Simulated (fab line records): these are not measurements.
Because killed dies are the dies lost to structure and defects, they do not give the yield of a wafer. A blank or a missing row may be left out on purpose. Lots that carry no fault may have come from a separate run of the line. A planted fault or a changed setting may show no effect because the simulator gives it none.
Problem report in the 8D (eight disciplines) form, filled by code || flow gf180mcu || the parts of the form that need people (team, actions taken, sign-off) are left out

== 1. THE ISSUE ==
Wafers without a fault read 533.5, standard deviation 0.88; wafer_temp_C_max at GF_SALICIDE_RTA_06 reads a mean of 489.5 on 6 wafers belonging to 2 lots. Relative to the usual mean, that is a shift of -50 standard deviations.
The step: time 30 s.
First observed at day 17 14:39: wafer L684.1, on rtpAnneal-02. The record holds 18 wafers of 6 lots with a number at this step. Rule for "out" (also "out of limits"): further than 4 standard deviations from the usual mean. The other wafers with a number count as sound.

== 2. WHAT IT IS, AND WHAT IT ISN'T ==
{"question": "which readings at this step", "is": "wafer_temp_C_max, lampPowerPct", "is not": "-"}
{"question": "which lots", "is": "L684, L685", "is not": "L679, L681, L691, L696"}
{"question": "which wafers of those lots", "is": "all that have a number", "is not": "-"}
{"question": "read on which tools", "is": "rtpAnneal-02", "is not": "rtpAnneal-01"}
{"question": "when", "is": "from day 17 14:39", "is not": "up to then (6 sound wafers); but 6 sound wafers of L691, L696 came after"}

== 3. WHAT RULES OUT EACH SUSPECT ==
Counting: a tool at any process step up to the reading remains a suspect when it ran all the lots that are out and ran no sound lot after the first of those.
- rieDiel-03 at GF_SAB_ETCH_11 (etches SiO2 in C4F8/O2/Ar, target depth 55 nm, time 8.5 s): ruled out as a lasting fault. After its first lot that is out, L684 (day 17 14:04), sound lots L691 ran on it.
- pvdSputter-02 at GF_SALICIDE_SPUTTER_02 (material Co, target thk 10 nm, time 20 s): ruled out as a lasting fault. After its first lot that is out, L684 (day 17 14:25), sound lots L696 ran on it.
- pvdSputter-02 at GF_SALICIDE_SPUTTER_03 (material TiN, target thk 20 nm, time 16.7 s): ruled out as a lasting fault. After its first lot that is out, L684 (day 17 14:27), sound lots L696 ran on it.
- rtpAnneal-02 at GF_SALICIDE_RTA_06 (time 30 s): kept. It processed each lot that is out, first L684 at day 17 14:39, and no sound lot thereafter; up to then, the last sound lot it processed was L681 at day 16 18:51. Its own readings are out on those wafers: lampPowerPct, wafer_temp_C_max.
Remaining after the count: rtpAnneal-02 at GF_SALICIDE_RTA_06.

== 4. THE CAUSE (what the simulator had put in) ==
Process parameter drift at GF_SALICIDE_RTA_06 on rtpAnneal-02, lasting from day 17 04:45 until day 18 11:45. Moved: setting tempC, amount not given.
This tool alone remained once counting was done.

== 5. THE EFFECT CHAIN, in route order ==
Each row: a reading where the mean over the struck wafers with a number is more than 3 standard deviations away from the usual. Readings are gone through only where the record gives a usual standard deviation; hours: the median, over the lots, of the time from a lot's start at the first step in this table giving one to that lot's start at this step; sigmas: the change measured in usual standard deviations.
{"hours": 0, "step": "GF_SALICIDE_RTA_06", "reading": "lampPowerPct", "usual": "6.51 %", "on struck wafers": 5.24, "change": -1.27, "sigmas": -7.1}
{"hours": 0, "step": "GF_SALICIDE_RTA_06", "reading": "wafer_temp_C_max", "usual": 533.5, "on struck wafers": 489.5, "change": -44.0, "sigmas": -50}
Process steps it contains:
- GF_SALICIDE_RTA_06: time 30 s.

== 6. HOW IT WOULD HAVE BEEN CAUGHT EARLIER ==
10 hours passed between the start of the fault at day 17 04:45 and the first reading out of limits in this record, taken at day 17 14:39.
